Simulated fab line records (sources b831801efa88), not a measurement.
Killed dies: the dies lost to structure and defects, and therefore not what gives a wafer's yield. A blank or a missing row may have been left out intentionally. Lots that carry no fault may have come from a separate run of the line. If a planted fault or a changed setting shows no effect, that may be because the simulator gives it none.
Matching of chambers / flow sky130 / pecvd-03 running SKY_CAPM_CVD_00: 3 sister chambers
The step deposits SiO2, target thk 15.5 nm. 3 wafers are shown with their chamber, then 7 later ones without.

## WAFERS WITH THEIR CHAMBER
wafer=L862.4; chamber=2; heater power w (W)=632
wafer=L870.2; chamber=0; heater power w (W)=721
wafer=L870.3; chamber=1; heater power w (W)=622

## WAFERS WHOSE CHAMBER IS MISSING
wafer=L870.6; heater power w (W)=692
wafer=L873.2; heater power w (W)=609
wafer=L873.3; heater power w (W)=730
wafer=L873.5; heater power w (W)=720
wafer=L879.1; heater power w (W)=673
wafer=L879.4; heater power w (W)=667
wafer=L879.5; heater power w (W)=723

## EACH ONE'S CHAMBER
wafer=L870.6; from the rows above=can't be placed: 0 or 2 or 1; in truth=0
wafer=L873.2; from the rows above=can't be placed: 1 or 2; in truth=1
wafer=L873.3; from the rows above=0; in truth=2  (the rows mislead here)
wafer=L873.5; from the rows above=0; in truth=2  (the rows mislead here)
wafer=L879.1; from the rows above=can't be placed: 2 or 0 or 1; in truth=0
wafer=L879.4; from the rows above=can't be placed: 2 or 1 or 0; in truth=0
wafer=L879.5; from the rows above=0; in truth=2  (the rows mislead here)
0 of 7 placed correctly. Can't be placed from these rows: 4 (the true chamber is among the candidates in 4). Wrongly placed: 3.
How it was worked out, from the rows above alone: a wafer's distance from a chamber is the root of the sum, over the readings, of the square of ((its reading less the chamber's mean) divided by the reading's scatter). If the next closest chamber is less than 2 further off than the closest, the wafer can't be placed; otherwise it belongs to the closest. Each chamber's mean is taken over the wafers shown for it. The scatter: with one shown wafer a chamber, the root of the mean of the squares of how far each hidden wafer lies from its nearest shown one.
